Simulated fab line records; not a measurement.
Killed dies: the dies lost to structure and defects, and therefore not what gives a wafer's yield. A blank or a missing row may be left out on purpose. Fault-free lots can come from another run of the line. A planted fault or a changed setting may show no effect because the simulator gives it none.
Which tool did it? | flow sky130 | 6 lots, 18 wafers sampled, at 1 step of a route of 708

WHAT EACH GAUGE READ, for each wafer
SKY_NWELL_TW_MEAS_26.
lot  | measured     | on            | NWELL_2_TW
L354 | day 5 15:49  | film-metro-03 | 497 500 498
L361 | day 7 08:52  | film-metro-01 | 483 484 481
L367 | day 9 04:31  | film-metro-04 | 499 497 495
L369 | day 9 09:43  | film-metro-01 | 484 481 482
L372 | day 10 07:09 | film-metro-04 | 496 495 495
L373 | day 10 21:37 | film-metro-03 | 505 509 508

TOOL THAT RAN EACH LOT (tool first, then ch and the chambers of the sampled wafers, then the start)
The record holds no process step before these readings.

THE ANSWER, worked out from the rows above alone
Rule: usual is defined by the lots themselves. Put in order of their means at a reading, lots are off if they are a third of the lots or fewer, leave a main group of 4 or more, and stand apart from it by a gap of 3 or more times the standard deviation of the main group's means; of several such gaps the widest counts. The tables above print the reading to a certain number of digits; a main group whose means all agree to those digits is not used. A lot without any number at a reading at which 4 lots or more have one is off too. Any other lot the step has rows for is counted as sound.
Nothing can be told from this: no lot is off at any reading shown.

WHAT THE SIMULATOR HAD PUT IN
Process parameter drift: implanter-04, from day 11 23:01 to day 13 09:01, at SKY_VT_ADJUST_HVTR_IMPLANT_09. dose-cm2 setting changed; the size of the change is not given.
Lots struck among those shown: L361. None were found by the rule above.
